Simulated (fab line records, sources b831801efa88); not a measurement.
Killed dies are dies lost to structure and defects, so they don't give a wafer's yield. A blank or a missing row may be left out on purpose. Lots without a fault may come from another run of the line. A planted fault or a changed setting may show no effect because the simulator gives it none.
fab line records | flow sky130
record lots=6 wafers=18 last_day=50
route steps=708 shown LDD_HVP@286 LDD_LDN@289 PAD_OPEN@708
lots that met no fault: from a run of the same line without faults
start_h: hours from the record's first day to the start of the lot's first wafer shown | wait_h: hours since the lot's step before | " the same as in the row above | L1.1+2: a row that stands for several wafers | - no value, or no start given | * or withheld: withheld | < > ~ a bound
route shown NAME@n: a module of which the file shows steps, and the number in the route of the first | usual: mean/standard deviation of fault-free wafers | same: alike in all rows | chamber/n: place in a boat | sites: the reading at each site | _std_site: their standard deviation | _edge_site: outer sites' mean less inner sites' | radius_mm: how far each site lies from the wafer's centre | mask NAME#n: copy n | behind: the tool/chamber that last shaped the wafer | hold: why the lot was held/for how many hours/how that ended | device: the transistor (n, p or np) that didn't switch | end of line: the same wafers' tests at the end of the route | a step without rows: its recipe alone | killed: dies lost to structure and defects at the first sort, not the wafer's yield | map: a wafer's dies, x killed, . not, _ none there
set.NAME: the setting as run; set.NAME@STEP: as run at that earlier step | model.NAME: the simulator's own value behind a step, which no gauge read
lots at some steps of the route; a table a step, a row a wafer
services: from which hour (start_h, from the record's first day; less than 0 if before it) a tool's chamber was out of use, for how many hours, and why
## steps
# step SKY_LDD_HVP_IMPLANT_08
# recipe species=B energy_kev=20 dose_cm2=1.7e+13 tilt_deg=17.9
# step SKY_LDD_HVP_STRIP_09
# recipe chemistry=O2/N2 power_w=1400 pressure_mtorr=1500 platen_temp_c=withheld o2_flow_sccm=3000 n2_flow_sccm=300 overash_fraction=0.5
# usual chamber_pressure_mTorr=1500.0/1.4 drypump_motor_current_A=6.1/0.39 oes_product_au=0.409/0.0042 strip_time_to_endpoint_s=4.134/0.014
# columns lot.wafer tool chamber start_h wait_h chamber_pressure_mTorr drypump_motor_current_A oes_product_au rf_hours_counter_h strip_time_to_endpoint_s
L997.1 plasma_asher-02 0 549.79 0.1 1499.6 5.4 0.414 44 4.146
L997.3 " 0 " " 1502.3 5.4 0.410 - 4.126
L997.5 " 0 " " 1498.5 5.4 0.407 - 4.137
L999.1 plasma_asher-04 1 567.54 0.1 1500.1 6.5 0.415 90 4.133
L999.5 " 1 " " 1500.1 6.5 0.412 - 4.158
L999.6 " 0 " " 1499.4 6.5 0.411 - 4.144
L110.4 plasma_asher-01 0 650.42 0.1 1502.5 5.8 0.412 - 4.134
L110.5 " 1 " " 1501.0 5.9 0.411 - 4.128
L110.6 " 0 " " 1496.2 5.7 0.413 - 4.121
L112.3 plasma_asher-01 1 666.62 0.1 1499.9 5.9 0.403 - 4.110
L112.4 " 0 " " 1499.3 5.8 0.408 - 4.131
L112.5 " 0 " " 1501.9 5.8 0.401 - 4.138
L113.2 plasma_asher-04 1 671.64 0.1 1497.7 6.5 0.411 103 4.153
L113.3 " 0 " " 1503.3 6.4 0.419 - 4.154
L113.5 " 0 " " 1498.2 6.4 0.403 - 4.133
L114.1 plasma_asher-01 0 678.79 0.1 1501.9 5.7 0.413 28 4.110
L114.3 " 0 " " 1501.2 5.8 0.411 - 4.104
L114.4 " 1 " " 1498.9 5.9 0.414 - 4.131
# step SKY_LDD_HVP_TW_MEAS_10
# usual LDD_HVP_TW=456/3.4
# columns lot.wafer tool chamber start_h wait_h LDD_HVP_TW
L997.1 film_metro-02 - 549.89 0.1 453
L997.3 " - " " 454
L997.5 " - " " 450
L999.1 film_metro-02 - 567.64 0.1 457
L999.5 " - " " 453
L999.6 " - " " 455
L110.4 film_metro-04 - 650.52 0.1 451
L110.5 " - " " 451
L110.6 " - " " 450
L112.3 film_metro-02 - 666.71 0.1 451
L112.4 " - " " 454
L112.5 " - " " 455
L113.2 film_metro-04 - 671.75 0.1 454
L113.3 " - " " 452
L113.5 " - " " 451
L114.1 film_metro-04 - 678.89 0.1 454
L114.3 " - " " 453
L114.4 " - " " 453
# step SKY_LDD_LDN_DEHYDRATE_00
# recipe temp_c=200 time_s=60
# step SKY_LDD_LDN_HMDS_01
# recipe prime_time_s=60 prime_temp_c=120
# step SKY_LDD_LDN_COAT_02
# recipe resist=NOVOLAK spin_rpm=3000 resist_thk_nm=1140
# step SKY_LDD_LDN_SOFTBAKE_03
# recipe temp_c=90 time_s=60 resist=NOVOLAK
# step SKY_LDD_LDN_EXPOSE_04
# recipe mask_id=LDNTM na=0.6 source_shape=conventional sigma_outer=0.6 polarization=unpolarized target_cd_nm=700 dose_mj=140
# step SKY_LDD_LDN_PEB_05
# recipe temp_c=withheld time_s=* resist=NOVOLAK
# step SKY_LDD_LDN_DEVELOP_06
# recipe resist=NOVOLAK developer=TMAH develop_time_s=60 dev_temp_c=22.54
# step SKY_LDD_LDN_OVL_MEAS_07
# usual LDD_LDN_OVL=0.2/1.2
# columns lot.wafer tool chamber start_h wait_h LDD_LDN_OVL[nm]
L997.1 overlay-02 - 578.30 0.1 -0.4
L997.3 " - " " -0.8
L997.5 " - " " -0.7
L999.1 overlay-02 - 597.12 0.1 -0.5
L999.5 " - " " -0.2
L999.6 " - " " 1.4
L110.4 overlay-01 - 678.31 0.1 1.0
L110.5 " - " " -1.0
L110.6 " - " " 1.3
L112.3 overlay-02 - 694.81 0.1 0.3
L112.4 " - " " -0.4
L112.5 " - " " 0.6
L113.2 overlay-02 - 699.06 0.1 1.4
L113.3 " - " " -0.1
L113.5 " - " " -0.5
L114.1 overlay-02 - 706.35 0.1 1.0
L114.3 " - " " -1.2
L114.4 " - " " 0.2
# step SKY_LDD_LDN_IMPLANT_08
# recipe species=As energy_kev=15 dose_cm2=1.25e+13 tilt_deg=withheld rotation_deg=23
# step SKY_LDD_LDN_IMPLANT_09
# recipe species=As energy_kev=14.91 dose_cm2=1.25e+13 tilt_deg=withheld rotation_deg=113
# usual dose_ions_cm2=1.2501e+13/1.4e+10 faraday_current_uA=70.5/1.3
# columns lot.wafer tool chamber start_h wait_h dose_ions_cm2 faraday_current_uA
L997.1 implanter-02 0 578.49 0.1 1.2504e+13 69.8
L997.3 " 0 " " 1.2509e+13 70.1
L997.5 " 0 " " 1.2496e+13 69.2
L999.1 implanter-01 0 597.31 0.1 1.2478e+13 70.8
L999.5 " 0 " " 1.2479e+13 70.5
L999.6 " 0 " " 1.2501e+13 69.2
L110.4 implanter-02 0 678.55 0.1 5.292e+12 29.7
L110.5 " 0 " " 5.299e+12 29.1
L110.6 " 0 " " 5.309e+12 29.7
L112.3 implanter-02 0 695.04 0.1 5.264e+12 29.8
L112.4 " 0 " " 5.295e+12 30.4
L112.5 " 0 " " 5.298e+12 30.1
L113.2 implanter-01 0 699.26 0.1 1.2488e+13 69.4
L113.3 " 0 " " 1.2486e+13 70.9
L113.5 " 0 " " 1.2492e+13 70.2
L114.1 implanter-03 0 706.54 0.1 1.2516e+13 72.0
L114.3 " 0 " " 1.2505e+13 68.2
L114.4 " 0 " " 1.2491e+13 71.8
# step SKY_LDD_LDN_IMPLANT_10
# recipe species=As energy_kev=15 dose_cm2=1.25e+13 tilt_deg=withheld rotation_deg=203
# step SKY_LDD_LDN_IMPLANT_11
# recipe species=As energy_kev=15 dose_cm2=1.25e+13 tilt_deg=withheld rotation_deg=293
# step SKY_LDD_LDN_STRIP_12
# recipe chemistry=O2/N2 power_w=1400 pressure_mtorr=1500 platen_temp_c=withheld o2_flow_sccm=3000 n2_flow_sccm=300 overash_fraction=0.5
# usual chamber_pressure_mTorr=1500.0/1.5 drypump_motor_current_A=6.0/0.42 oes_product_au=0.716/0.0044 strip_time_to_endpoint_s=14.17/0.043
# columns lot.wafer tool chamber start_h wait_h chamber_pressure_mTorr drypump_motor_current_A oes_product_au rf_hours_counter_h strip_time_to_endpoint_s
L997.1 plasma_asher-03 1 578.94 0.1 1502.1 5.3 0.716 74 14.15
L997.3 " 0 " " 1500.6 6.4 0.712 - 14.15
L997.5 " 1 " " 1497.6 5.3 0.719 - 14.16
L999.1 plasma_asher-03 1 597.76 0.1 1499.5 5.3 0.718 77 14.21
L999.5 " 1 " " 1497.8 5.3 0.717 - 14.19
L999.6 " 0 " " 1500.0 6.4 0.712 - 14.22
L110.4 plasma_asher-03 0 678.96 0.1 1498.6 6.4 0.720 - 14.14
L110.5 " 1 " " 1497.6 5.3 0.716 - 14.13
L110.6 " 0 " " 1501.8 6.4 0.719 - 14.15
L112.3 plasma_asher-01 0 695.47 0.1 1499.2 5.7 0.722 - 14.14
L112.4 " 1 " " 1499.7 5.9 0.713 - 14.13
L112.5 " 1 " " 1500.1 5.9 0.715 - 14.12
L113.2 plasma_asher-04 1 699.69 0.1 1500.0 6.5 0.705 107 14.12
L113.3 " 0 " " 1500.1 6.4 0.721 - 14.12
L113.5 " 0 " " 1500.7 6.4 0.718 - 14.11
L114.1 plasma_asher-03 1 706.99 0.1 1501.1 5.3 0.712 90 14.14
L114.3 " 0 " " 1497.2 6.4 0.709 - 14.17
L114.4 " 1 " " 1500.3 5.3 0.716 - 14.18
# step SKY_LDD_LDN_TW_MEAS_13
# usual LDD_LDN_TW=1479/10
# columns lot.wafer tool chamber start_h wait_h LDD_LDN_TW
L997.1 film_metro-02 - 579.04 0.1 1470
L997.3 " - " " 1478
L997.5 " - " " 1478
L999.1 film_metro-03 - 597.86 0.1 1495
L999.5 " - " " 1491
L999.6 " - " " 1489
L110.4 film_metro-01 - 679.05 0.1 1403
L110.5 " - " " 1410
L110.6 " - " " 1413
L112.3 film_metro-02 - 695.56 0.1 1396
L112.4 " - " " 1389
L112.5 " - " " 1385
L113.2 film_metro-03 - 699.80 0.1 1485
L113.3 " - " " 1495
L113.5 " - " " 1476
L114.1 film_metro-03 - 707.09 0.1 1481
L114.3 " - " " 1489
L114.4 " - " " 1491
# step SKY_LDD_LDN_CLEAN_14
# recipe chemistry=SC1/SC2 mix=1:4:20 temp_c=70 time_s=150 dry=n2_spin
# step SKY_PAD_OPEN_PROBE_99
# usual killed_at_M0_to_M3=43/6.5 killed_at_M4_up=3.2/1.8 killed_at_contacts=24/5 killed_at_front_end=15/4.1 killed_at_other=0.3/0.54 killed_dies=85/9.3 killed_open=47/7.2 killed_short=39/5.9
# same gross_dies=492 killed_at_back_side=0
# columns lot.wafer tool chamber start_h wait_h killed_at_M0_to_M3 killed_at_M4_up killed_at_contacts killed_at_front_end killed_at_other killed_dies killed_open killed_short model.etest.tip_sonos.rs_ohm_sq
L997.1 prober-02 - 1114.44 0.1 27 6 27 16 0 76 45 31 2633
L997.3 prober-02 - 1114.54 0.2 44 4 18 22 0 88 50 38 2547
L997.5 prober-02 - 1114.64 0.2 46 8 23 17 0 94 48 45 2622
L999.1 prober-02 - 1126.15 0.1 52 3 18 12 1 86 47 39 2805
L999.5 prober-02 - 1126.35 0.2 44 4 22 14 1 85 48 37 2771
L999.6 prober-02 - 1126.40 0.2 39 3 15 11 1 69 42 26 2783
L110.4 prober-01 - 1179.14 0.2 46 3 25 19 0 93 55 38 2981
L110.5 prober-01 - 1179.19 0.2 46 1 23 18 0 88 44 44 2976
L110.6 prober-01 - 1179.24 0.2 29 3 20 18 0 70 41 29 2983
L112.3 prober-01 - 1186.48 0.2 41 7 19 12 0 79 31 48 2853
L112.4 prober-01 - 1186.53 0.2 37 4 21 20 0 82 46 36 2908
L112.5 prober-01 - 1186.58 0.2 49 4 22 16 0 91 47 44 2840
L113.2 prober-02 - 1189.34 0.1 42 4 26 10 0 82 44 38 2553
L113.3 prober-02 - 1189.39 0.2 49 3 29 23 0 104 55 49 2578
L113.5 prober-02 - 1189.49 0.2 44 1 22 10 1 78 41 37 2572
L114.1 prober-02 - 1191.67 0.1 34 6 23 16 0 79 39 40 2783
L114.3 prober-02 - 1191.77 0.2 41 3 18 21 0 83 47 36 2762
L114.4 prober-02 - 1191.82 0.2 48 2 24 8 0 82 44 37 2800
# killed by level:class
L997.1 CONTACT:geometric_particle:open=8 LI_CONTACT:geometric_particle:open=8 VIA1:geometric_particle:open=7 VIA2:geometric_particle:open=5 METAL2:geometric_particle:short=5 POLY_GATE:geometric_particle:open=4 LOCAL_INTERCONNECT:geometric_particle:short=4 FIELD_ISO:geometric_particle:open=3
L997.3 VIA1:geometric_particle:open=10 VIA2:geometric_particle:open=9 METAL1:geometric_particle:short=6 VIA3:geometric_particle:open=6 FIELD_ISO:geometric_particle:short=5 LI_CONTACT:geometric_particle:open=5 LOCAL_INTERCONNECT:geometric_particle:short=5 FIELD_ISO:geometric_particle:open=4
L997.5 LI_CONTACT:geometric_particle:open=10 VIA1:geometric_particle:open=10 VIA2:geometric_particle:short=9 VIA1:geometric_particle:short=7 CONTACT:geometric_particle:open=6 FIELD_ISO:geometric_particle:short=5 METAL4:geometric_particle:short=5 VIA2:geometric_particle:open=5
L999.1 VIA1:geometric_particle:open=13 CONTACT:geometric_particle:open=10 VIA1:geometric_particle:short=7 VIA2:geometric_particle:open=7 METAL2:geometric_particle:short=5 VIA3:geometric_particle:open=5 CONTACT:geometric_particle:short=4 METAL1:geometric_particle:short=4
L999.5 VIA1:geometric_particle:open=9 METAL2:geometric_particle:short=8 VIA3:geometric_particle:open=7 LI_CONTACT:geometric_particle:open=7 CONTACT:geometric_particle:open=6 VIA2:geometric_particle:open=6 FIELD_ISO:geometric_particle:open=5 VIA1:geometric_particle:short=5
L999.6 VIA1:geometric_particle:open=13 CONTACT:geometric_particle:short=6 VIA2:geometric_particle:open=6 VIA1:geometric_particle:short=5 VIA3:geometric_particle:open=5 CONTACT:geometric_particle:open=4 POLY_GATE:geometric_particle:open=3 METAL2:geometric_particle:short=3
L110.4 VIA1:geometric_particle:open=16 CONTACT:geometric_particle:open=9 LI_CONTACT:geometric_particle:open=7 VIA1:geometric_particle:short=7 POLY_GATE:geometric_particle:short=5 METAL1:geometric_particle:short=5 VIA3:geometric_particle:open=5 FIELD_ISO:geometric_particle:short=4
L110.5 METAL2:geometric_particle:short=9 VIA1:geometric_particle:open=9 LI_CONTACT:geometric_particle:open=8 CONTACT:geometric_particle:open=8 METAL1:geometric_particle:short=7 VIA2:geometric_particle:open=5 POLY_GATE:geometric_particle:short=5 VIA1:geometric_particle:short=5
L110.6 LI_CONTACT:geometric_particle:open=8 VIA3:geometric_particle:open=7 VIA1:geometric_particle:open=6 POLY_GATE:geometric_particle:short=5 CONTACT:geometric_particle:open=5 FIELD_ISO:geometric_particle:short=3 SPACER:geometric_particle:open=3 LI_CONTACT:geometric_particle:short=3
L112.3 CONTACT:geometric_particle:short=8 VIA1:geometric_particle:short=7 METAL1:geometric_particle:short=7 METAL4:geometric_particle:short=5 CONTACT:geometric_particle:open=5 VIA2:geometric_particle:open=5 METAL2:geometric_particle:short=4 VIA1:geometric_particle:open=4
L112.4 VIA1:geometric_particle:open=9 CONTACT:geometric_particle:open=8 VIA3:geometric_particle:open=7 FIELD_ISO:geometric_particle:short=6 POLY_GATE:geometric_particle:open=6 LI_CONTACT:geometric_particle:open=5 FIELD_ISO:geometric_particle:open=4 LI_CONTACT:geometric_particle:short=4
L112.5 METAL1:geometric_particle:short=10 VIA1:geometric_particle:open=7 VIA3:geometric_particle:open=7 CONTACT:geometric_particle:open=6 VIA2:geometric_particle:open=6 FIELD_ISO:geometric_particle:open=5 LI_CONTACT:geometric_particle:open=5 LOCAL_INTERCONNECT:geometric_particle:short=5
L113.2 CONTACT:geometric_particle:open=12 VIA1:geometric_particle:open=10 METAL2:geometric_particle:short=7 LI_CONTACT:geometric_particle:open=6 FIELD_ISO:geometric_particle:open=4 LOCAL_INTERCONNECT:geometric_particle:short=4 CONTACT:geometric_particle:short=4 VIA1:geometric_particle:short=4
L113.3 CONTACT:geometric_particle:open=13 VIA1:geometric_particle:open=12 METAL2:geometric_particle:short=10 FIELD_ISO:geometric_particle:open=6 VIA3:geometric_particle:open=6 FIELD_ISO:geometric_particle:short=5 LOCAL_INTERCONNECT:geometric_particle:short=5 VIA1:geometric_particle:short=5
L113.5 VIA1:geometric_particle:open=13 CONTACT:geometric_particle:open=8 CONTACT:geometric_particle:short=7 METAL2:geometric_particle:short=5 VIA2:geometric_particle:open=5 VIA3:geometric_particle:open=5 METAL1:geometric_particle:short=4 METAL3:geometric_particle:short=4
L114.1 LI_CONTACT:geometric_particle:open=9 VIA1:geometric_particle:open=8 CONTACT:geometric_particle:open=6 CONTACT:geometric_particle:short=6 VIA1:geometric_particle:short=6 VIA2:geometric_particle:open=5 METAL4:geometric_particle:short=5 FIELD_ISO:geometric_particle:short=4
L114.3 VIA3:geometric_particle:open=9 POLY_GATE:geometric_particle:short=8 CONTACT:geometric_particle:open=8 VIA1:geometric_particle:open=7 LI_CONTACT:geometric_particle:open=5 VIA2:geometric_particle:open=5 VIA1:geometric_particle:short=4 POLY_GATE:geometric_particle:open=3
L114.4 CONTACT:geometric_particle:open=9 VIA1:geometric_particle:open=9 METAL1:geometric_particle:short=7 VIA1:geometric_particle:short=6 CONTACT:geometric_particle:short=6 VIA2:geometric_particle:open=6 VIA3:geometric_particle:open=5 POLY_GATE:geometric_particle:open=4
## services
# columns tool chamber start_h hours kind
implanter-02 - 530.36 5.9 repair
implanter-03 - 532.71 3.8 pm
plasma_asher-04 - 536.58 4.3 pm
implanter-01 - 549.96 6.8 repair
implanter-01 - 552.60 2.2 repair
plasma_asher-02 - 581.46 103.8 repair
implanter-03 - 588.00 6.2 pm
plasma_asher-02 - 648.52 0.9 repair
implanter-01 - 662.25 2.3 repair
plasma_asher-04 - 673.51 0.4 repair
plasma_asher-01 - 675.86 1.1 repair
implanter-01 - 685.80 4.9 repair
implanter-02 - 701.73 1.1 repair
## key
first_sign step=SKY_LDD_LDN_IMPLANT_09 reading=dose_ions_cm2 direction=down sigmas=99+ usual=* struck=*
effect step=SKY_LDD_LDN_IMPLANT_09 reading=faraday_current_uA direction=down sigmas=31 usual=70.5 struck=29.8
effect step=SKY_LDD_LDN_TW_MEAS_13 reading=LDD_LDN_TW direction=down sigmas=7.7 usual=1479 struck=1399
model_effect step=SKY_PAD_OPEN_PROBE_99 value=etest.tip_sonos.rs_ohm_sq without=2702 struck=2923
met_at SKY_LDD_LDN_IMPLANT_09
struck_wafers L110.4,L110.5,L110.6,L112.3,L112.4,L112.5
tester_left_out L110,L112
onset_between 578.49 678.55
fault kind=process_parameter_drift tool=implanter-02 chamber=- onset_h=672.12 steps=SKY_LDD_LDN_IMPLANT_09 channel=dose_cm2 offset=* shape=step end_h=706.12 acts_in=* stated=*
# tester_left_out: of these lots the tester's yield and bins aren't shown, on N5 and GAA mostly nor the transistor test; their killed dies are dies lost to structure and defects alone, not to doping, threshold or leakage, so they don't give the yield
